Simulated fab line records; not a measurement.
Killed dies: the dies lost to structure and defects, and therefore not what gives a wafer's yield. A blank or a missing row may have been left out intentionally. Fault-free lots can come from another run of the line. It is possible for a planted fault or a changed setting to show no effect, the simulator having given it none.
Code-filled problem report in 8D (eight disciplines) form ; flow sky130 ; the parts of the form that need people (team, actions taken, sign-off) are left out

## 1. THE ISSUE
Wafers with no fault read 3.0 with a standard deviation of 1.9, whereas killed_at_M4_up at SKY_PAD_OPEN_PROBE_99 reads a mean of 60.0 on 1 wafer of 1 lot. Relative to the usual mean, that is a shift of +30 standard deviations.
Earliest sighting: wafer L497.6 on prober-01 at day 48 00:02. The record has a number at this step for 30 wafers belonging to 10 lots. Rule for "out", or "out of limits": more than 4 standard deviations from the usual mean. The rest of the wafers with a number are treated as sound.

## 2. WHAT IT IS, WHAT IT ISN'T
question;is;is not
which readings at this step;killed_at_M4_up, defect limited yield, killed dies, sort_bin_3_pad_short, sort n pass, sort yield pct;killed_at_M0_to_M3, killed at contacts, killed at front end, killed at other, killed short, sort_bin_6_memory
which lots;L497;L490, L491, L492, L493, L498, L501, L505, L506, L509
which wafers of those lots;L497.6;L497.2, L497.4
read on which tools;prober-01;prober-02
when;from day 48 00:02;"up to then (14 sound wafers); but 15 sound wafers of L498, L501, L505, L506, L509 came after"

## 3. WHAT RULES OUT EACH SUSPECT
Counting: any tool at a process step up to the reading remains a suspect provided it ran every lot that is out. Sound lots after the first of them don't rule it out here, since some wafers of a struck lot are sound.
- pvd sputter-02 at SKY_METAL4_SPUTTER_04 (material TiN, target thk 70 nm, time 58.3 s): kept. It ran the lot that is out, L497 (day 42 08:08); its last sound lot up to then is L493 (day 40 18:59).
- pvd sputter-04 at SKY_METAL5_SPUTTER_03 (material Ti, target thk 5 nm, time 3.3 s): kept. It ran the lot that is out, L497 (day 45 07:13).
- pvd sputter-04 at SKY_METAL5_SPUTTER_04 (material TiN, target thk 70 nm, time 58.3 s): kept. It ran the lot that is out, L497 (day 45 07:14).
- prober-01 at SKY_PAD_OPEN_PROBE_99: kept. It ran the lot that is out, L497 (day 47 23:50); its last sound lot up to then is L493 (day 46 14:34). On those wafers its own readings are out: defect limited yield, killed_at_M4_up, killed dies, sort_bin_3_pad_short, sort n pass, sort yield pct.
Left after counting: pvd sputter-02 at SKY_METAL4_SPUTTER_04, pvd sputter-04 at SKY_METAL5_SPUTTER_03, pvd sputter-04 at SKY_METAL5_SPUTTER_04, prober-01 at SKY_PAD_OPEN_PROBE_99.

## 4. THE CAUSE (what the simulator had put in)
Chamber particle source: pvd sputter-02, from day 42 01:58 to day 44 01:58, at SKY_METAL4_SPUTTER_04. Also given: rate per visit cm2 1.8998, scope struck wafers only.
Counting left 4 suspects, and this tool is among them.

## 5. THE CHAIN OF EFFECTS, in route order
Rows list readings where the struck wafers' mean (over those with a number) sits beyond 3 standard deviations from the usual. Only readings for which the record gives a usual standard deviation are gone through. hours: the time from each lot's start at the first step in this table that gives one to its start at this step, as a median over the lots. sigmas: the change in usual standard deviations.
hours;step;reading;usual;on struck wafers;change;sigmas
0;SKY_PAD_OPEN_PROBE_99;defect limited yield;82.3 %;73.2;-9.1;-4.5
0;SKY_PAD_OPEN_PROBE_99;killed_at_M4_up;3.0;60.0;+57.0;+30
0;SKY_PAD_OPEN_PROBE_99;killed dies;87;132;+45;+4.7
0;SKY_PAD_OPEN_PROBE_99;sort_bin_3_pad_short;0.9 %;6.1;+5.2;+12
0;SKY_PAD_OPEN_PROBE_99;sort_bin_5_function;10.4 %;15.4;+5.0;+3.1
0;SKY_PAD_OPEN_PROBE_99;sort n pass;405;360;-45;-4.7
0;SKY_PAD_OPEN_PROBE_99;sort yield pct;82.3 %;73.2;-9.1;-4.5
It contains these process steps:
- SKY_PAD_OPEN_PROBE_99

## 6. HOW IT WOULD HAVE BEEN CAUGHT EARLIER
In this record the first reading out of limits was taken at day 48 00:02, 142 hours after the fault began at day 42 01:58.
No tool reading at SKY_METAL4_SPUTTER_04 that has a usual standard deviation in the record was out on any struck wafer, so an alarm limit of 4 standard deviations on those readings would not have fired.
Each of the lots that are out, 1 in all, had begun SKY_METAL4_SPUTTER_04 on pvd sputter-02 no later than day 48 00:02. A hold on the tool at that time would have spared none of them.
